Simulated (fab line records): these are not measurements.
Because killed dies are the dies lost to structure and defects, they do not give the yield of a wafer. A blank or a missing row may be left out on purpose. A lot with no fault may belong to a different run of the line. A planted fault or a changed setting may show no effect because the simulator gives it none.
fab line records	flow sky130
record: lots: 7	wafers: 21	lastDay: 48
route steps=708 shown SPACER@305 POLY_CUT@307 PAD_OPEN@708
lots that met no fault: taken from a fault-free run of the same line
startH: hours from the record's first day to the start of the lot's first wafer shown	waitH: hours from the lot's prior step to this one	" same as the row above	L1.1+2: one row covering several wafers at once	- either no value or no given start	* or withheld: withheld	< > ~ a bound
route shown NAME@n: names a module that has steps shown in the file, with the first one's number in the route	usual: average and standard deviation across the fault-free wafers	same: alike in all rows	chamber/n: place in a boat	sites: the reading at each site	_std_site: how widely they spread, as a standard deviation	_edge_site: outer sites' mean less inner sites'	radiusMm: how far each site lies from the wafer's centre	mask NAME#n: copy n	behind: the tool/chamber that last shaped the wafer	hold: why the lot went on hold/how many hours it stayed there/how the hold came to an end	device: which transistor (n, p or np) failed to switch	end of line: tests run on the same wafers once the route is complete	a step without rows: its recipe alone	killed: count of dies lost to structure and defects at first sort (not the wafer's yield)	map: shows each die of a wafer: x if killed, . if not, _ if none is there
set.NAME: the run value of the setting; set.NAME@STEP: its run value at that earlier step	model.NAME: the simulator's own value behind a step, which no gauge read
lots seen at some steps along the route; tables by step, rows by wafer
services: the hour from which a tool's chamber was out of use, counted from the record's first day as startH (under 0 if before that day), plus the number of hours and why
== steps ==
step: SKY_SPACER_THK_MEAS_01
recipe: reads: Si3N4_of_SPACER_CVD_00
usual: SPACER_CVD_00_THK: 43.23/0.29
lot.wafer	tool	chamber	startH	waitH	SPACER_CVD_00_THK[nm]
L148.1	filmMetro-03	-	521.58	0.0	43.76
L148.4	"	-	"	"	43.51
L148.6	"	-	"	"	43.53
L149.2	filmMetro-02	-	542.41	0.0	43.05
L149.3	"	-	"	"	43.21
L149.6	"	-	"	"	43.37
L150.2	filmMetro-01	-	570.56	0.0	43.50
L150.3	"	-	"	"	43.49
L150.5	"	-	"	"	43.31
L152.1	filmMetro-02	-	581.12	0.0	43.25
L152.3	"	-	"	"	42.93
L152.4	"	-	"	"	43.01
L153.3	filmMetro-01	-	582.64	0.0	42.91
L153.4	"	-	"	"	42.99
L153.5	"	-	"	"	42.90
L160.1	filmMetro-01	-	632.13	0.0	42.94
L160.5	"	-	"	"	43.01
L160.6	"	-	"	"	43.25
L163.2	filmMetro-01	-	642.58	0.0	43.34
L163.4	"	-	"	"	43.14
L163.6	"	-	"	"	43.15
step: SKY_SPACER_ETCHBACK_02
recipe: chemistry: CH3F/O2	target: Si3N4	stopOn: SiO2	sourceW: 400	biasW: 80	pressureMtorr: 25	ch3fFlowSccm: 40	O2_flow_sccm: 30	timeS: 46.7	targetDepthA: 450
usual: drypumpMotorCurrentA: 5.6/0.46	oesProductAu: 0.856/0.0058	throttleValvePct: 10.563/0.0087
lot.wafer	tool	chamber	startH	waitH	drypumpMotorCurrentA	oesProductAu	rfHoursCounterH	throttleValvePct
L148.1	rieDiel-04	3	521.64	0.1	5.5	0.865	84	10.555
L148.4	"	2	"	"	6.2	0.860	8	10.561
L148.6	"	0	"	"	5.5	0.857	-	10.571
L149.2	rieDiel-02	1	542.46	0.0	5.3	0.846	0	10.584
L149.3	"	2	"	"	5.7	0.858	2	10.562
L149.6	"	3	"	"	5.1	0.855	-	10.555
L150.2	rieDiel-04	1	570.61	0.0	5.3	0.870	5	10.556
L150.3	"	2	"	"	6.3	0.861	9	10.553
L150.5	"	2	"	"	6.3	0.853	-	10.574
L152.1	rieDiel-04	2	581.18	0.1	6.2	0.854	9	10.559
L152.3	"	1	"	"	5.2	0.859	6	10.560
L152.4	"	0	"	"	5.5	0.854	4	10.559
L153.3	rieDiel-01	1	582.68	0.0	5.9	0.847	50	10.568
L153.4	"	3	"	"	5.1	0.851	21	10.568
L153.5	"	3	"	"	5.1	0.853	-	10.551
L160.1	rieDiel-02	1	632.19	0.1	5.3	0.849	2	10.561
L160.5	"	1	"	"	5.3	0.846	-	10.575
L160.6	"	3	"	"	5.2	0.866	-	10.557
L163.2	rieDiel-01	2	642.63	0.0	5.9	0.859	4	10.560
L163.4	"	3	"	"	5.1	0.849	22	10.571
L163.6	"	2	"	"	5.9	0.860	-	10.569
step: SKY_POLY_CUT_DEHYDRATE_00
recipe: tempC: 200	timeS: 60
step: SKY_POLY_CUT_HMDS_01
recipe: primeTimeS: 60	primeTempC: 120
step: SKY_POLY_CUT_COAT_02
recipe: resist: BARC	tempC: withheld	timeS: withheld	spinRpm: 3000	resistThkNm: 60
step: SKY_POLY_CUT_COAT_03
recipe: resist: KrF-thick	spinRpm: 3000	resistThkNm: 450
step: SKY_POLY_CUT_SOFTBAKE_04
recipe: tempC: 100	timeS: 90	resist: KrF-thick
step: SKY_POLY_CUT_EXPOSE_05
recipe: maskId: NPCM	na: 0.8	sourceShape: annular	sigmaInner: 0.55	sigmaOuter: 0.85	targetCdNm: 270	doseMj: 32
step: SKY_POLY_CUT_PEB_06
recipe: pebTempC: withheld	pebTimeS: withheld	resist: KrF-thick
step: SKY_POLY_CUT_DEVELOP_07
recipe: developTimeS: 60	resist: KrF-thick	devTempC: 21
step: SKY_POLY_CUT_CD_MEAS_08
recipe: targetCdNm: 270
usual: cdNm: 270.1/1.3
lot.wafer	tool	chamber	startH	waitH	cdNm
L148.1	cdSem-01	-	551.80	-	271.9
L148.4	"	-	"	"	273.0
L148.6	"	-	"	"	272.7
L149.2	cdSem-01	-	570.54	-	270.2
L149.3	"	-	"	"	270.2
L149.6	"	-	"	"	270.5
L150.2	cdSem-01	-	598.97	-	268.3
L150.3	"	-	"	"	267.3
L150.5	"	-	"	"	267.9
L152.1	cdSem-01	-	611.62	-	270.5
L152.3	"	-	"	"	271.0
L152.4	"	-	"	"	270.3
L153.3	cdSem-02	-	612.00	-	272.9
L153.4	"	-	"	"	272.4
L153.5	"	-	"	"	273.1
L160.1	cdSem-01	-	659.52	-	269.3
L160.5	"	-	"	"	269.7
L160.6	"	-	"	"	269.6
L163.2	cdSem-01	-	671.02	-	270.0
L163.4	"	-	"	"	269.3
L163.6	"	-	"	"	270.3
step: SKY_POLY_CUT_OVL_MEAS_09
usual: POLY_CUT_OVL: 4/5
lot.wafer	tool	chamber	startH	waitH	POLY_CUT_OVL[nm]
L148.1	overlay-02	-	551.92	0.1	5
L148.4	"	-	"	"	8
L148.6	"	-	"	"	3
L149.2	overlay-02	-	570.64	0.1	1
L149.3	"	-	"	"	2
L149.6	"	-	"	"	-8
L150.2	overlay-02	-	599.08	0.1	8
L150.3	"	-	"	"	3
L150.5	"	-	"	"	8
L152.1	overlay-01	-	611.74	0.1	-2
L152.3	"	-	"	"	8
L152.4	"	-	"	"	3
L153.3	overlay-02	-	612.10	0.1	5
L153.4	"	-	"	"	3
L153.5	"	-	"	"	5
L160.1	overlay-01	-	659.64	0.1	5
L160.5	"	-	"	"	16
L160.6	"	-	"	"	15
L163.2	overlay-01	-	671.13	0.1	6
L163.4	"	-	"	"	10
L163.6	"	-	"	"	12
step: SKY_POLY_CUT_ETCH_10
recipe: chemistry: N2/H2	target: BARC	ionEnergyEv: 200	sourceW: 500	biasW: 100	pressureMtorr: 30	n2FlowSccm: 100	h2FlowSccm: 200	stopOn: SiO2	timeS: 45.9	targetDepthA: 600
usual: biasW: 99.99/0.29	chamberPressureMTorr: 30.001/0.025	drypumpMotorCurrentA: 5.6/0.4	oesProductAu: 0.855/0.0044	throttleValvePct: 13.224/0.01
lot.wafer	tool	chamber	startH	waitH	biasW	chamberPressureMTorr	drypumpMotorCurrentA	oesProductAu	rfHoursCounterH	throttleValvePct	model.KrF-thick_of_POLY_CUT_COAT_03.thkNm
L148.1	rieDiel-03	2	551.96	0.0	101.10	30.007	6.0	0.850	11	13.235	411.2
L148.4	"	3	"	"	100.34	30.001	5.9	0.856	11	13.236	409.1
L148.6	"	0	"	"	99.68	29.943	5.7	0.856	-	13.206	408.9
L149.2	rieDiel-02	3	570.67	0.0	100.18	30.070	5.2	0.848	23	13.207	406.8
L149.3	"	2	"	"	99.74	29.962	5.8	0.851	2	13.228	406.8
L149.6	"	0	"	"	100.15	30.013	5.1	0.854	-	13.221	406.8
L150.2	rieDiel-02	1	599.11	0.0	-	-	-	-	-	-	433.8
L150.3	"	3	"	"	-	-	-	-	-	-	435.9
L150.5	"	1	"	"	-	-	-	-	-	-	434.7
L152.1	rieDiel-02	2	611.77	0.0	-	-	-	-	-	-	435.8
L152.3	"	1	"	"	-	-	-	-	-	-	437.3
L152.4	"	0	"	"	-	-	-	-	-	-	436.6
L153.3	rieDiel-03	2	612.12	0.0	-	-	-	-	-	-	433.9
L153.4	"	3	"	"	-	-	-	-	-	-	436.9
L153.5	"	3	"	"	-	-	-	-	-	-	435.2
L160.1	rieDiel-04	2	659.67	0.0	100.09	29.973	6.2	0.848	11	13.220	407.6
L160.5	"	2	"	"	100.25	29.983	6.2	0.857	-	13.226	407.5
L160.6	"	3	"	"	100.01	29.963	5.5	0.852	-	13.221	406
L163.2	rieDiel-02	1	671.16	0.0	100.29	30.012	5.3	0.854	2	13.219	407.2
L163.4	"	0	"	"	99.85	29.981	5.1	0.848	10	13.232	407.6
L163.6	"	3	"	"	100.37	29.952	5.2	0.847	-	13.242	407.4
step: SKY_POLY_CUT_ETCH_11
recipe: target: Si3N4	chemistry: CF4/CH2F2/Ar	stopOn: poly-Si	sourceW: 600	biasW: 150	pressureMtorr: 40	cf4FlowSccm: 40	ch2f2FlowSccm: 20	Ar_flow_sccm: 150	timeS: 42.5	targetDepthA: 600
usual: biasW: 150.0/0.46	cf4FlowSccm: 40.00/0.12	drypumpMotorCurrentA: 5.6/0.4	oesProductAu: 0.833/0.006	throttleValvePct: 14.994/0.0099
lot.wafer	tool	chamber	startH	waitH	biasW	cf4FlowSccm	drypumpMotorCurrentA	oesProductAu	rfHoursCounterH	throttleValvePct
L148.1	rieDiel-03	2	552.00	0.0	149.3	39.85	6.0	0.822	11	14.998
L148.4	"	3	"	"	150.5	40.06	5.9	0.837	11	14.991
L148.6	"	0	"	"	149.7	39.97	5.7	0.823	-	14.984
L149.2	rieDiel-02	3	570.72	0.0	150.6	40.06	5.2	0.828	23	15.004
L149.3	"	2	"	"	149.9	39.99	5.7	0.824	2	14.991
L149.6	"	0	"	"	150.7	39.79	5.1	0.833	-	15.000
L150.2	rieDiel-02	1	599.15	0.0	149.7	40.11	5.3	0.382	1	14.936
L150.3	"	3	"	"	149.3	39.91	5.1	0.381	23	14.943
L150.5	"	1	"	"	150.6	40.03	5.3	0.377	-	14.960
L152.1	rieDiel-02	2	611.82	0.0	150.7	39.89	5.7	0.372	3	14.965
L152.3	"	1	"	"	148.9	40.17	5.3	0.378	1	14.952
L152.4	"	0	"	"	149.9	40.17	5.1	0.378	9	14.943
L153.3	rieDiel-03	2	612.16	0.0	149.6	40.07	6.0	0.382	12	14.940
L153.4	"	3	"	"	149.4	40.12	5.8	0.374	12	14.962
L153.5	"	3	"	"	149.5	39.89	5.9	0.375	-	14.965
L160.1	rieDiel-04	2	659.72	0.0	150.0	40.05	6.3	0.827	11	15.004
L160.5	"	2	"	"	149.3	40.13	6.2	0.828	-	14.995
L160.6	"	3	"	"	150.1	39.93	5.5	0.840	-	15.005
L163.2	rieDiel-02	1	671.20	0.0	150.7	40.21	5.3	0.823	2	15.002
L163.4	"	0	"	"	150.2	39.98	5.1	0.831	10	14.993
L163.6	"	3	"	"	150.3	40.05	5.2	0.833	-	14.979
step: SKY_POLY_CUT_STRIP_12
recipe: chemistry: O2/N2	powerW: 1400	pressureMtorr: 1500	platenTempC: withheld	o2FlowSccm: 3000	n2FlowSccm: 300	overashFraction: 0.5
usual: drypumpMotorCurrentA: 5.8/0.46	oesProductAu: 0.452/0.0038	stripTimeToEndpointS: 5.356/0.015
lot.wafer	tool	chamber	startH	waitH	drypumpMotorCurrentA	oesProductAu	rfHoursCounterH	stripTimeToEndpointS
L148.1	plasmaAsher-02	1	552.04	0.0	5.7	0.456	13	5.377
L148.4	"	1	"	"	5.7	0.449	-	5.369
L148.6	"	1	"	"	5.7	0.456	-	5.363
L149.2	plasmaAsher-03	0	570.76	0.0	6.1	0.450	87	5.334
L149.3	"	1	"	"	5.8	0.454	-	5.353
L149.6	"	1	"	"	5.8	0.454	-	5.355
L150.2	plasmaAsher-03	0	599.19	0.0	6.1	0.463	89	5.601
L150.3	"	0	"	"	6.1	0.469	-	5.620
L150.5	"	0	"	"	6.2	0.466	-	5.607
L152.1	plasmaAsher-03	1	611.86	0.0	5.8	0.461	91	5.625
L152.3	"	1	"	"	5.8	0.469	-	5.665
L152.4	"	0	"	"	6.1	0.465	-	5.637
L153.3	plasmaAsher-04	1	612.24	0.1	5.0	0.472	-	5.590
L153.4	"	0	"	"	6.7	0.467	-	5.638
L153.5	"	1	"	"	5.0	0.462	-	5.614
L160.1	plasmaAsher-03	1	659.76	0.0	5.8	0.450	95	5.339
L160.5	"	0	"	"	6.1	0.445	-	5.351
L160.6	"	1	"	"	5.8	0.455	-	5.331
L163.2	plasmaAsher-03	1	671.24	0.0	5.8	0.449	96	5.334
L163.4	"	0	"	"	6.2	0.448	-	5.338
L163.6	"	0	"	"	6.2	0.455	-	5.354
step: SKY_PAD_OPEN_PROBE_99
usual: killed_at_M0_to_M3: 42/6.1	killed_at_M4_up: 3.3/1.7	killedAtContacts: 25/5.4	killedAtFrontEnd: 16/4.6	killedAtOther: 0.4/0.55	killedDies: 87/8.8	killedOnRim: 18/3.6	killedOpen: 47/7.1	killedShort: 40/5.8
same: grossDies: 492	killedAtBackSide: 0
lot.wafer	tool	chamber	startH	waitH	killed_at_M0_to_M3	killed_at_M4_up	killedAtContacts	killedAtFrontEnd	killedAtOther	killedDies	killedOnRim	killedOpen	killedShort
L148.4	prober-02	-	1067.39	0.2	41	4	20	18	0	83	14	46	37
L148.6	prober-02	-	1067.49	0.2	54	0	25	6	1	86	16	51	35
L149.3	prober-02	-	1073.21	0.2	40	2	31	12	0	85	20	45	40
L149.6	prober-02	-	1073.36	0.2	51	3	22	15	0	91	17	52	39
L150.2	prober-01	-	1091.63	0.1	51	2	17	420	2	492	96	52	41
L150.3	prober-01	-	1091.68	0.2	50	3	19	419	1	492	96	51	39
L150.5	prober-01	-	1091.78	0.2	50	1	23	417	1	492	96	50	43
L152.1	prober-02	-	1110.62	0.1	44	3	21	424	0	492	96	51	36
L152.3	prober-02	-	1110.72	0.2	36	1	19	436	0	492	96	45	30
L152.4	prober-02	-	1110.77	0.2	49	5	23	415	0	492	96	60	34
L153.3	prober-02	-	1112.28	0.2	40	6	22	424	0	492	96	41	40
L153.4	prober-02	-	1112.33	0.2	36	2	22	432	0	492	96	49	31
L160.1	prober-02	-	1138.85	0.2	37	2	21	10	0	70	12	34	36
L160.5	prober-02	-	1139.05	0.3	45	6	28	10	0	89	16	53	36
L160.6	prober-02	-	1139.10	0.4	42	3	31	13	0	89	23	40	49
L163.2	prober-01	-	1152.99	0.1	51	4	28	14	0	97	17	50	47
L163.4	prober-01	-	1153.09	0.2	43	5	19	15	0	82	21	43	38
L163.6	prober-01	-	1153.19	0.2	44	4	17	17	0	82	20	42	38
killed by level:class
L148.4 VIA1:geometricParticle:open=10 VIA1:geometricParticle:short=9 VIA3:geometricParticle:open=7 LI_CONTACT:geometricParticle:open=6 SPACER:geometricParticle:open=6 LOCAL_INTERCONNECT:geometricParticle:short=5 METAL1:geometricParticle:short=5 CONTACT:geometricParticle:open=5
L148.6 VIA1:geometricParticle:open=18 LI_CONTACT:geometricParticle:open=8 CONTACT:geometricParticle:open=8 METAL3:geometricParticle:short=6 VIA3:geometricParticle:open=6 VIA1:geometricParticle:short=5 VIA2:geometricParticle:open=5 VIA2:geometricParticle:short=4
L149.3 CONTACT:geometricParticle:open=13 VIA1:geometricParticle:open=11 LOCAL_INTERCONNECT:geometricParticle:short=7 LI_CONTACT:geometricParticle:open=6 METAL1:geometricParticle:short=6 VIA2:geometricParticle:open=5 VIA1:geometricParticle:short=5 CONTACT:geometricParticle:short=4
L149.6 VIA3:geometricParticle:open=11 CONTACT:geometricParticle:open=9 VIA2:geometricParticle:open=9 METAL2:geometricParticle:short=7 LI_CONTACT:geometricParticle:open=6 METAL1:geometricParticle:short=5 VIA1:geometricParticle:short=5 VIA1:geometricParticle:open=5
L150.2 POLY_CUT:areaEtch=398 VIA1:geometricParticle:open=11 FIELD_ISO:geometricParticle:open=8 VIA3:geometricParticle:open=8 VIA2:geometricParticle:open=8 FIELD_ISO:geometricParticle:short=6 LI_CONTACT:geometricParticle:open=6 METAL2:geometricParticle:short=6
L150.3 POLY_CUT:areaEtch=401 VIA1:geometricParticle:open=13 VIA1:geometricParticle:short=8 VIA2:geometricParticle:open=8 VIA3:geometricParticle:open=6 FIELD_ISO:geometricParticle:short=5 LI_CONTACT:geometricParticle:open=5 CONTACT:geometricParticle:short=5
L150.5 POLY_CUT:areaEtch=399 VIA1:geometricParticle:open=14 CONTACT:geometricParticle:open=8 VIA1:geometricParticle:short=8 LI_CONTACT:geometricParticle:open=7 VIA3:geometricParticle:open=7 METAL1:geometricParticle:short=7 METAL2:geometricParticle:short=5
L152.1 POLY_CUT:areaEtch=405 CONTACT:geometricParticle:open=12 VIA2:geometricParticle:open=9 VIA3:geometricParticle:open=9 VIA1:geometricParticle:open=8 FIELD_ISO:geometricParticle:short=6 POLY_GATE:geometricParticle:short=6 POLY_GATE:geometricParticle:open=5
L152.3 POLY_CUT:areaEtch=417 VIA1:geometricParticle:open=12 CONTACT:geometricParticle:open=7 VIA1:geometricParticle:short=6 LI_CONTACT:geometricParticle:open=5 CONTACT:geometricParticle:short=5 VIA2:geometricParticle:open=5 VIA3:geometricParticle:open=5
L152.4 POLY_CUT:areaEtch=398 VIA1:geometricParticle:open=17 CONTACT:geometricParticle:open=8 LI_CONTACT:geometricParticle:open=8 VIA3:geometricParticle:open=6 POLY_GATE:geometricParticle:short=6 METAL1:geometricParticle:short=5 VIA2:geometricParticle:open=5
L153.3 POLY_CUT:areaEtch=411 VIA1:geometricParticle:open=10 VIA2:geometricParticle:open=9 CONTACT:geometricParticle:open=9 FIELD_ISO:geometricParticle:short=6 METAL4:geometricParticle:short=6 METAL2:geometricParticle:short=5 LI_CONTACT:geometricParticle:short=4
L153.4 POLY_CUT:areaEtch=412 VIA1:geometricParticle:open=12 POLY_GATE:geometricParticle:short=9 CONTACT:geometricParticle:open=8 VIA2:geometricParticle:open=8 LI_CONTACT:geometricParticle:open=6 LOCAL_INTERCONNECT:geometricParticle:short=6 VIA3:geometricParticle:open=6
L160.1 METAL2:geometricParticle:short=8 CONTACT:geometricParticle:open=8 VIA1:geometricParticle:open=7 VIA3:geometricParticle:open=6 LI_CONTACT:geometricParticle:open=5 LOCAL_INTERCONNECT:geometricParticle:short=4 METAL3:geometricParticle:short=4 FIELD_ISO:geometricParticle:short=3
L160.5 VIA1:geometricParticle:open=15 VIA1:geometricParticle:short=7 VIA3:geometricParticle:open=7 CONTACT:geometricParticle:open=7 LI_CONTACT:geometricParticle:open=6 LOCAL_INTERCONNECT:geometricParticle:short=6 CONTACT:geometricParticle:short=5 VIA2:geometricParticle:open=5
L160.6 VIA1:geometricParticle:open=13 CONTACT:geometricParticle:open=9 METAL2:geometricParticle:short=9 VIA1:geometricParticle:short=9 LI_CONTACT:geometricParticle:short=7 LI_CONTACT:geometricParticle:open=5 CONTACT:geometricParticle:short=5 POLY_GATE:geometricParticle:open=4
L163.2 CONTACT:geometricParticle:open=11 POLY_GATE:geometricParticle:short=8 LI_CONTACT:geometricParticle:open=8 METAL1:geometricParticle:short=8 METAL2:geometricParticle:short=8 VIA1:geometricParticle:open=8 VIA3:geometricParticle:open=7 VIA1:geometricParticle:short=6
L163.4 VIA1:geometricParticle:open=10 LI_CONTACT:geometricParticle:open=7 VIA3:geometricParticle:open=7 VIA2:geometricParticle:open=7 POLY_GATE:geometricParticle:short=5 CONTACT:geometricParticle:open=5 METAL1:geometricParticle:short=5 VIA1:geometricParticle:short=4
L163.6 VIA1:geometricParticle:open=9 VIA3:geometricParticle:open=6 METAL2:geometricParticle:short=5 VIA1:geometricParticle:short=5 LI_CONTACT:geometricParticle:open=4 POLY_GATE:geometricParticle:short=4 LOCAL_INTERCONNECT:geometricParticle:short=4 VIA2:geometricParticle:open=4
map L150.2 (x killed, . not)
__________xxxxxxxxxx_________
________xxxxxxxxxxxxxx_______
______xxxxxxxxxxxxxxxxxx_____
_____xxxxxxxxxxxxxxxxxxxx____
____xxxxxxxxxxxxxxxxxxxxxx___
___xxxxxxxxxxxxxxxxxxxxxxxx__
__xxxxxxxxxxxxxxxxxxxxxxxxxx_
_xxxxxxxxxxxxxxxxxxxxxxxxxxxx
_xxxxxxxxxxxxxxxxxxxxxxxxxxxx
_xxxxxxxxxxxxxxxxxxxxxxxxxxxx
_xxxxxxxxxxxxxxxxxxxxxxxxxxxx
_xxxxxxxxxxxxxxxxxxxxxxxxxxxx
_xxxxxxxxxxxxxxxxxxxxxxxxxxxx
_xxxxxxxxxxxxxxxxxxxxxxxxxxxx
_xxxxxxxxxxxxxxxxxxxxxxxxxxxx
__xxxxxxxxxxxxxxxxxxxxxxxxxx_
___xxxxxxxxxxxxxxxxxxxxxxxx__
____xxxxxxxxxxxxxxxxxxxxxx___
_____xxxxxxxxxxxxxxxxxxxx____
______xxxxxxxxxxxxxxxxxx_____
________xxxxxxxxxxxxxx_______
__________xxxxxxxxxx_________
map L152.1 (x killed, . not)
__________xxxxxxxxxx_________
________xxxxxxxxxxxxxx_______
______xxxxxxxxxxxxxxxxxx_____
_____xxxxxxxxxxxxxxxxxxxx____
____xxxxxxxxxxxxxxxxxxxxxx___
___xxxxxxxxxxxxxxxxxxxxxxxx__
__xxxxxxxxxxxxxxxxxxxxxxxxxx_
_xxxxxxxxxxxxxxxxxxxxxxxxxxxx
_xxxxxxxxxxxxxxxxxxxxxxxxxxxx
_xxxxxxxxxxxxxxxxxxxxxxxxxxxx
_xxxxxxxxxxxxxxxxxxxxxxxxxxxx
_xxxxxxxxxxxxxxxxxxxxxxxxxxxx
_xxxxxxxxxxxxxxxxxxxxxxxxxxxx
_xxxxxxxxxxxxxxxxxxxxxxxxxxxx
_xxxxxxxxxxxxxxxxxxxxxxxxxxxx
__xxxxxxxxxxxxxxxxxxxxxxxxxx_
___xxxxxxxxxxxxxxxxxxxxxxxx__
____xxxxxxxxxxxxxxxxxxxxxx___
_____xxxxxxxxxxxxxxxxxxxx____
______xxxxxxxxxxxxxxxxxx_____
________xxxxxxxxxxxxxx_______
__________xxxxxxxxxx_________
== services ==
tool	chamber	startH	hours	kind
rieDiel-02	1	504.46	1.4	repair
rieDiel-01	1	505.84	2.6	repair
rieDiel-01	-	505.96	0.8	repair
rieDiel-02	1	519.73	-	clean
rieDiel-02	1	519.73	21.8	scheduledDown
rieDiel-02	1	519.73	21.8	ventCycle
rieDiel-02	-	523.25	0.8	repair
plasmaAsher-02	-	528.69	2.5	repair
rieDiel-03	2	542.87	4.1	repair
plasmaAsher-02	-	542.97	0.3	repair
plasmaAsher-04	-	552.31	5.8	repair
rieDiel-04	1	554.80	5.5	repair
rieDiel-01	0	556.92	2.1	repair
rieDiel-03	2	579.69	1.7	repair
rieDiel-01	-	596.07	0.4	repair
rieDiel-04	2	614.59	8.9	repair
rieDiel-04	3	618.81	3.6	repair
rieDiel-02	2	618.85	15.7	repair
rieDiel-03	1	619.32	4.1	repair
rieDiel-04	0	627.25	1.9	repair
rieDiel-03	3	632.03	3.8	repair
plasmaAsher-03	-	636.09	7.9	repair
rieDiel-02	-	639.72	0.5	repair
plasmaAsher-02	-	644.77	6.6	repair
== key ==
firstSign: step: SKY_POLY_CUT_ETCH_10	reading: toolRecord	direction: missing
effect: step: SKY_POLY_CUT_ETCH_11	reading: oesProductAu	direction: down	sigmas: 76	usual: 0.833	struck: 0.378
effect: step: SKY_POLY_CUT_STRIP_12	reading: stripTimeToEndpointS	direction: up	sigmas: 18	usual: *	struck: *
effect: step: SKY_PAD_OPEN_PROBE_99	reading: killedAtFrontEnd	direction: up	sigmas: 88	usual: 16	struck: 423
modelEffect: step: SKY_POLY_CUT_ETCH_10	value: KrF-thick_of_POLY_CUT_COAT_03.thkNm	without: 407.8	struck: 435.6
moreKillsBornAt: SKY_POLY_CUT_ETCH_10@rieDiel-02: 2418	SKY_POLY_CUT_ETCH_10@rieDiel-03: 823
metAt SKY_POLY_CUT_ETCH_10
struckWafers L150.2,L150.3,L150.5,L152.1,L152.3,L152.4,L153.3,L153.4,L153.5
laterRowsLeftOut L150.2,L150.3,L150.5,L152.1,L152.3,L152.4,L153.3,L153.4,L153.5
testerLeftOut L150,L152,L153
onsetBetween 570.67 599.11
fault: kind: skippedStepWhole	tool: rieDiel-02,rieDiel-03	chamber: -	onsetH: 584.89	steps: SKY_POLY_CUT_ETCH_10	scope: struckLotsOnly
testerLeftOut: of these lots the tester's yield and bins aren't shown, on N5 and GAA mostly nor the transistor test; their killed dies are dies lost to structure and defects alone, not to doping, threshold or leakage, so they don't give the yield
laterRowsLeftOut: the simulator's readings of these wafers behind a module that went badly wrong aren't trusted and aren't shown, but for the sort
